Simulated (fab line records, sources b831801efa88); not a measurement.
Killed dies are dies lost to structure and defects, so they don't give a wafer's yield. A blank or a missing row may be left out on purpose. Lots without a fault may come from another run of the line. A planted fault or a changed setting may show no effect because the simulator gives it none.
Which tool did it? | flow gf180mcu | 15 lots, 45 wafers sampled, at 4 steps of a route of 602

WHAT THE GAUGES READ, wafer by wafer
The record holds no reading of a measuring or inspecting step that can be judged against a usual standard deviation.

WHICH TOOL RAN EACH LOT (tool, then ch and the chambers of the sampled wafers, then the start)
lot  | GF_V2_SPUTTER_21             | GF_M4_SPUTTER_01             | GF_V4_DEVELOP_13                  | GF_MIM_SPUTTER_00
L636 | pvd_sputter-03, day 20 10:19 | pvd_sputter-04, day 22 13:05 | litho_track-02 ch 0, day 24 11:37 | pvd_sputter-03, day 24 13:18
L637 | pvd_sputter-04, day 20 23:44 | pvd_sputter-02, day 23 03:07 | litho_track-02 ch 0, day 25 00:55 | pvd_sputter-04, day 25 02:34
L638 | pvd_sputter-02, day 21 04:13 | pvd_sputter-04, day 23 06:36 | litho_track-02 ch 0, day 25 04:52 | pvd_sputter-03, day 25 06:38
L640 | pvd_sputter-02, day 22 00:36 | pvd_sputter-02, day 24 01:23 | litho_track-04 ch 0, day 25 22:44 | pvd_sputter-03, day 26 00:44
L641 | pvd_sputter-03, day 22 06:53 | pvd_sputter-01, day 24 08:54 | litho_track-04 ch 0, day 26 05:47 | pvd_sputter-03, day 26 07:26
L643 | pvd_sputter-03, day 23 10:34 | pvd_sputter-04, day 25 10:53 | litho_track-01 ch 0, day 27 05:27 | pvd_sputter-01, day 27 07:07
L645 | pvd_sputter-02, day 24 00:15 | pvd_sputter-02, day 25 22:58 | litho_track-04 ch 0, day 27 17:25 | pvd_sputter-03, day 27 19:02
L652 | pvd_sputter-03, day 26 04:01 | pvd_sputter-04, day 28 01:07 | litho_track-01, day 29 17:38      | -
L653 | pvd_sputter-02, day 26 07:47 | pvd_sputter-04, day 28 04:19 | litho_track-02, day 29 19:34      | -
L654 | pvd_sputter-02, day 27 02:07 | pvd_sputter-01, day 28 21:25 | litho_track-01, day 30 12:56      | -
L655 | pvd_sputter-04, day 27 02:29 | pvd_sputter-01, day 28 22:26 | litho_track-02 ch 0, day 30 13:50 | pvd_sputter-03, day 30 15:30
L656 | pvd_sputter-02, day 27 07:38 | pvd_sputter-04, day 29 02:22 | litho_track-02 ch 0, day 30 16:19 | pvd_sputter-03, day 30 17:56
L658 | pvd_sputter-04, day 27 19:45 | pvd_sputter-02, day 29 13:31 | litho_track-01 ch 0, day 31 04:05 | pvd_sputter-03, day 31 05:53
L657 | pvd_sputter-02, day 27 23:38 | pvd_sputter-01, day 29 17:32 | litho_track-01 ch 0, day 31 06:51 | pvd_sputter-04, day 31 08:29
L659 | pvd_sputter-02, day 28 05:24 | pvd_sputter-04, day 29 22:58 | litho_track-01 ch 0, day 31 12:38 | pvd_sputter-01, day 31 14:17
- GF_V2_SPUTTER_21: material Ti, target thk 15 nm, time 80.02 s.
- GF_M4_SPUTTER_01: material TiN, target thk 30 nm, time 25 s.
- GF_V4_DEVELOP_13: develop time 60 s.
- GF_MIM_SPUTTER_00: material Ti, target thk 37.5 nm, time 150 s.

WHAT THE TOOLS THEMSELVES READ (means of the sampled wafers that have a number; where no wafer has one, the mark that the record gives instead)
GF_V2_SPUTTER_21. Usual: cathode_dc_power_W 2500.0 W, standard deviation 0.46; throttle_valve_pct 30.5 %, standard deviation 1.1.
lot  | tool           | cathode_dc_power_W (W) | throttle_valve_pct (%) | flag
L636 | pvd_sputter-03 | 2500.1                 | 29.5                   |
L637 | pvd_sputter-04 | 2499.8                 | 29.4                   |
L638 | pvd_sputter-02 | 2500.0                 | 31.0                   |
L640 | pvd_sputter-02 | 2500.1                 | 31.7                   |
L641 | pvd_sputter-03 | 2500.2                 | 30.0                   |
L643 | pvd_sputter-03 | 2499.7                 | 29.9                   |
L645 | pvd_sputter-02 | 2500.3                 | 32.4                   |
L652 | pvd_sputter-03 | 2499.7                 | 29.8                   |
L653 | pvd_sputter-02 | 2500.2                 | 31.1                   |
L654 | pvd_sputter-02 | 2499.8                 | 31.0                   |
L655 | pvd_sputter-04 | 2500.5                 | 29.6                   |
L656 | pvd_sputter-02 | 2499.9                 | 30.8                   |
L658 | pvd_sputter-04 | 2500.4                 | 29.9                   |
L657 | pvd_sputter-02 | 2499.8                 | 31.5                   |
L659 | pvd_sputter-02 | 2499.5                 | 32.4                   |

GF_M4_SPUTTER_01. Usual: cathode_dc_power_W 6500.0 W, standard deviation 1.2; throttle_valve_pct 30.2 %, standard deviation 1.1.
lot  | tool           | cathode_dc_power_W (W) | throttle_valve_pct (%) | flag
L636 | pvd_sputter-04 | 6500.5                 | 30.0                   |
L637 | pvd_sputter-02 | 6500.0                 | 30.9                   |
L638 | pvd_sputter-04 | 6498.8                 | 30.4                   |
L640 | pvd_sputter-02 | 6499.6                 | 30.9                   |
L641 | pvd_sputter-01 | 6500.1                 | 29.9                   |
L643 | pvd_sputter-04 | 6500.2                 | 29.9                   |
L645 | pvd_sputter-02 | 6499.8                 | 31.7                   |
L652 | pvd_sputter-04 | 6500.9                 | 29.7                   |
L653 | pvd_sputter-04 | 6500.6                 | 29.8                   |
L654 | pvd_sputter-01 | 6499.9                 | 29.5                   |
L655 | pvd_sputter-01 | 6501.2                 | 29.3                   |
L656 | pvd_sputter-04 | 6499.5                 | 29.9                   |
L658 | pvd_sputter-02 | 6499.9                 | 31.2                   |
L657 | pvd_sputter-01 | 6500.5                 | 29.4                   |
L659 | pvd_sputter-04 | 6500.5                 | 29.5                   |

GF_V4_DEVELOP_13. Usual: chill_plate_temp_C 22.99 C, standard deviation 0.097.
lot  | tool           | chill_plate_temp_C (C) | flag
L636 | litho_track-02 | 23.04                  |
L637 | litho_track-02 | 23.08                  |
L638 | litho_track-02 | 22.94                  |
L640 | litho_track-04 | 22.93                  |
L641 | litho_track-04 | 22.85                  |
L643 | litho_track-01 | 23.04                  |
L645 | litho_track-04 | 22.97                  |
L652 | litho_track-01 | -                      | OFF
L653 | litho_track-02 | -                      | OFF
L654 | litho_track-01 | -                      | OFF
L655 | litho_track-02 | 23.11                  |
L656 | litho_track-02 | 22.99                  |
L658 | litho_track-01 | 23.02                  |
L657 | litho_track-01 | 22.98                  |
L659 | litho_track-01 | 22.98                  |

GF_MIM_SPUTTER_00. Usual: cathode_dc_power_W 4000.0 W, standard deviation 0.75; throttle_valve_pct 29.7 %, standard deviation 0.67.
lot  | tool           | cathode_dc_power_W (W) | throttle_valve_pct (%) | flag
L636 | pvd_sputter-03 | 4000.5                 | 29.4                   |
L637 | pvd_sputter-04 | 4000.6                 | 29.6                   |
L638 | pvd_sputter-03 | 3999.5                 | 29.5                   |
L640 | pvd_sputter-03 | 3999.8                 | 29.6                   |
L641 | pvd_sputter-03 | 3999.6                 | 29.6                   |
L643 | pvd_sputter-01 | 4000.2                 | 29.9                   |
L645 | pvd_sputter-03 | 4000.2                 | 29.3                   |
L655 | pvd_sputter-03 | 4000.2                 | 29.7                   |
L656 | pvd_sputter-03 | 3999.9                 | 29.4                   |
L658 | pvd_sputter-03 | 3999.4                 | 29.3                   |
L657 | pvd_sputter-04 | 3999.9                 | 30.0                   |
L659 | pvd_sputter-01 | 3999.8                 | 30.2                   |

THE ANSWER, worked out from the rows above alone
Rule: a lot is off if the mean of its wafers that have a number lies more than 3 standard deviations from the usual mean. A lot without any number at a reading at which 4 lots or more have one is off too. The other lots that the step has rows for count as sound. The gauges are gone through in route order, then the tools' own readings, and for those a lot's mean is taken as printed above. The first step at which some lot is off is used, and at that step the reading that is off furthest; a lot without a number counts as furthest.
Off: L652, L653, L654, at GF_V4_DEVELOP_13 (chill_plate_temp_C). Without a number there: L652, L653, L654.
A tool fits if, at that step or a process step before it, it ran every lot that is off, and no sound lot after the first of them. None of those tried fits.

WHAT THE SIMULATOR HAD PUT IN
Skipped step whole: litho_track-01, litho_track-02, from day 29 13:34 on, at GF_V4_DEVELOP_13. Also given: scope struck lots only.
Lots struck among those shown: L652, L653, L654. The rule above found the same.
